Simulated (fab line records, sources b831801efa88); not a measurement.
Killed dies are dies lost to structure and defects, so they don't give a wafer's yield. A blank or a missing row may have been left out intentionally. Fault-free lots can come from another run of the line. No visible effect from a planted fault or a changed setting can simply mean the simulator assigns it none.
Which tool did it? ; flow gf180mcu ; 14 lots with 42 wafers sampled at 5 steps, on a route of 602 steps

WHAT THE GAUGES SHOWED, per wafer
GF_VT_IMPLANT_TW_MEAS_10. Usual: VT_IMPLANT_TW typically reads 560, with standard deviation 10.
lot;measured;on;VT_IMPLANT_TW;flag
L301;day 5 14:09;film metro-02;572 575 572;
L302;day 5 17:46;film metro-02;572 574 576;
L303;day 6 01:02;film metro-02;577 572 576;
L305;day 6 16:34;film metro-04;564 562 564;
L306;day 7 02:28;film metro-04;564 567 566;
L307;day 7 08:38;film metro-03;548 550 547;
L308;day 7 11:04;film metro-03;549 547 550;
L310;day 8 03:46;film metro-02;577 576 573;
L313;day 8 16:46;film metro-04;564 564 566;
L314;day 8 23:22;film metro-03;546 546 546;
L318;day 9 23:04;film metro-03;552 552 550;
L319;day 10 05:50;film metro-03;555 552 556;
L321;day 10 19:03;film metro-03;552 554 553;
L322;day 11 02:28;film metro-03;546 550 551;

GF_VT_IMPLANT_OVL_MEAS_40. Usual: VT_IMPLANT_03_OVL typically reads -0.9 nm, with standard deviation 1.5.
lot;measured;on;VT_IMPLANT_03_OVL (nm);flag
L301;day 7 11:22;overlay-01;-0.8 -0.9 -0.2;
L302;day 7 15:34;overlay-01;-1.3 -2.0 -1.5;
L303;day 7 23:08;overlay-01;-0.7 -1.1 -1.4;
L305;day 8 16:35;overlay-02;-3.1 -2.5 -4.0;
L306;day 9 03:31;overlay-01;-1.9 -2.1 -0.9;
L307;day 9 09:16;overlay-02;2.1 -0.2 0.3;
L308;day 9 13:08;overlay-02;-1.5 -2.5 -3.4;
L310;day 10 07:19;overlay-02;1.5 -0.4 -0.2;
L313;day 10 20:55;overlay-02;-1.2 -1.9 -1.6;
L314;day 11 04:37;overlay-02;-1.8 2.2 -0.6;
L318;day 12 05:34;overlay-02;-0.3 -0.6 -1.6;
L319;day 12 13:00;overlay-01;0.8 1.0 2.2;
L321;day 13 03:52;overlay-01;-0.5 -2.5 -1.3;
L322;day 13 12:16;overlay-02;-0.3 -0.7 0.4;

GF_POLY_GATE_CD_MEAS_10: target cd 280 nm. Usual: cd nm at 279.9 nm, with a standard deviation of 1.6.
lot;measured;on;cd nm (nm);flag
L301;day 9 02:02;cd sem-02;278.2 278.4 278.0;
L302;day 9 07:46;cd sem-02;281.7 281.2 281.1;
L303;day 9 15:46;cd sem-02;281.3 280.8 279.9;
L305;day 10 08:58;cd sem-02;280.0 279.7 280.4;
L306;day 10 21:26;cd sem-02;280.4 279.7 280.1;
L307;day 11 04:07;cd sem-02;282.8 284.4 281.6;
L308;day 11 09:31;cd sem-02;281.1 281.8 280.6;
L310;day 12 05:25;cd sem-01;281.4 280.5 281.8;
L313;day 12 18:23;cd sem-01;281.0 281.2 281.5;
L314;day 13 01:37;cd sem-01;278.6 280.1 280.7;
L318;day 14 03:56;cd sem-02;255.1 255.1 254.7;OFF
L319;day 14 11:22;cd sem-01;255.8 256.6 256.0;OFF
L321;day 15 02:20;cd sem-02;277.9 277.7 277.9;
L322;day 15 15:49;cd sem-01;281.5 282.0 281.9;

GF_HV_LDD_CD_MEAS_19: target cd 400 nm. Usual: cd nm at 400.0 nm, with a standard deviation of 2.2.
lot;measured;on;cd nm (nm);flag
L301;day 10 15:15;cd sem-02;402.0 402.7 400.8;
L302;day 10 21:07;cd sem-02;395.5 397.5 397.4;
L303;day 11 05:26;cd sem-02;399.4 397.7 399.8;
L305;day 12 03:13;cd sem-02;400.6 397.2 398.0;
L306;day 12 14:04;cd sem-01;397.4 395.4 398.2;
L307;day 12 20:16;cd sem-02;397.9 400.3 399.1;
L308;day 13 01:42;cd sem-02;400.6 402.4 401.8;
L310;day 13 22:49;cd sem-01;401.6 399.2 398.7;
L313;day 14 13:11;cd sem-01;399.6 398.1 398.8;
L314;day 14 20:56;cd sem-02;397.2 397.7 398.6;
L318;day 16 01:29;cd sem-01;399.8 402.1 399.4;
L319;day 16 08:22;cd sem-01;401.4 403.0 401.5;
L321;day 17 01:20;cd sem-01;406.0 403.8 404.3;
L322;day 17 15:35;cd sem-02;397.8 397.6 398.2;

EACH LOT AND THE TOOL THAT RAN IT (in order: tool; ch and the chambers of the sampled wafers; start)
lot;GF_POLY_GATE_SOFTBAKE_06
L301;litho track-04 ch 0, day 8 17:00
L302;litho track-04 ch 0, day 8 23:00
L303;litho track-04 ch 0, day 9 06:00
L305;litho track-02 ch 0, day 9 23:00
L306;litho track-03 ch 0, day 10 13:00
L307;litho track-03 ch 0, day 10 18:00
L308;litho track-02 ch 0, day 11 00:00
L310;litho track-02 ch 0, day 11 19:00
L313;litho track-04 ch 0, day 12 08:00
L314;litho track-03 ch 0, day 12 15:00
L318;litho track-03 ch 0, day 13 17:00
L319;litho track-03 ch 0, day 14 00:00
L321;litho track-02 ch 0, day 14 15:00
L322;litho track-02 ch 0, day 15 05:00
- GF_POLY_GATE_SOFTBAKE_06: time 60 s.

AS READ BY THE TOOLS THEMSELVES (means over the sampled wafers that have a number; for cases with no such wafer, the mark the record gives instead)
GF_POLY_GATE_SOFTBAKE_06. Usual: heater power total W 93.05 W, standard deviation 0.063; plate temp C 129.99 C, standard deviation 0.14.
lot;tool;heater power total W (W);plate temp C (C);flag
L301;litho track-04;93.07;129.92;
L302;litho track-04;93.00;129.91;
L303;litho track-04;93.09;129.94;
L305;litho track-02;93.07;129.99;
L306;litho track-03;93.06;129.95;
L307;litho track-03;93.03;129.95;
L308;litho track-02;92.94;130.07;
L310;litho track-02;93.04;129.67;
L313;litho track-04;93.07;130.04;
L314;litho track-03;93.05;130.27;
L318;litho track-03;99.98;137.22;OFF
L319;litho track-03;99.98;137.41;OFF
L321;litho track-02;93.07;130.00;
L322;litho track-02;93.07;130.03;

THE ANSWER, worked out from the rows above alone
Rule: a lot is off if the mean of its wafers that have a number lies more than 3 standard deviations from the usual mean. A lot without any number at a reading at which 4 lots or more have one is off too. The other lots that the step has rows for count as sound. The gauges are gone through in route order, then the tools' own readings, and for those a lot's mean is taken as printed above. At the first step where some lot is off, the reading lying furthest off is the one used; lots without a number count as furthest.
Off: L318, L319 (GF_POLY_GATE_CD_MEAS_10, cd nm).
A tool fits if, at a process step before that reading, it ran every lot that is off, and no sound lot after the first of them. The gauges at GF_POLY_GATE_CD_MEAS_10 aren't tried: what is off there is off at GF_POLY_GATE_SOFTBAKE_06 too, on other tools, and a gauge's error can't cause that. One candidate fits, namely litho track-03 at GF_POLY_GATE_SOFTBAKE_06. Its last sound lot is L314 (day 12 15:00), its first lot that is off L318 (day 13 17:00): a fault that began between those two fits.
The tool's own readings at GF_POLY_GATE_SOFTBAKE_06 bear it out: on the lots that are off they differ by more than 5 times the standard deviation of the sound lots' means. heater power total W reads 99.98 W there against 93.05 W on the sound lots; plate temp C reads 137.31 C there against 129.98 C on the sound lots.

WHAT THE SIMULATOR PUT IN
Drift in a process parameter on litho track-03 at GF_POLY_GATE_SOFTBAKE_06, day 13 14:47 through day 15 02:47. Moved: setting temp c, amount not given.
Shown lots that were struck: L318, L319. The rule above reached the same finding.
